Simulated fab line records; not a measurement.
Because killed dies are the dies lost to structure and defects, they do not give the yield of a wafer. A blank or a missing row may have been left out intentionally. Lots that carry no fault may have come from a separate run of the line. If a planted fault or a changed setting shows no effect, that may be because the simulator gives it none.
Matching of chambers ; flow gf180mcu ; 3 sister chambers for GF_V2_CVD_02 on pecvd-04
The step deposits SiO2 from TEOS, target thk 850 nm, time 94.851 s. 3 wafers are shown with their chamber, then 7 later ones without.

== WAFERS PAIRED WITH THEIR CHAMBERS ==
wafer;chamber;heater-power-w (W)
L206.6;1;726
L208.1;0;549
L208.3;2;652

== WAFERS MISSING THEIR CHAMBER ==
wafer;heater-power-w (W)
L208.6;612
L209.3;711
L209.4;635
L209.6;600
L211.1;608
L211.2;633
L211.6;628

== CHAMBER TAKEN BY EACH ==
wafer;from the rows above;in truth
L208.6;can't be placed: 2 or 0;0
L209.3;can't be placed: 1 or 2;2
L209.4;2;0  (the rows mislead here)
L209.6;can't be placed: 0 or 2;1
L211.1;can't be placed: 2 or 0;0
L211.2;can't be placed: 2 or 0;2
L211.6;can't be placed: 2 or 0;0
0 of 7 placed correctly. Cannot be placed on the basis of these rows: 6; the candidates contain the true chamber in 5. Wrongly placed: 1.
How it was worked out, from the rows above alone: a wafer's distance from a chamber is the root of the sum, over the readings, of the square of ((its reading less the chamber's mean) divided by the reading's scatter). If the next closest chamber is less than 2 further off than the closest, the wafer can't be placed; otherwise it belongs to the closest. The mean given for a chamber averages the wafers shown for that chamber. The scatter: root of mean squared gap, hidden wafer to nearest shown wafer, with one shown wafer a chamber.
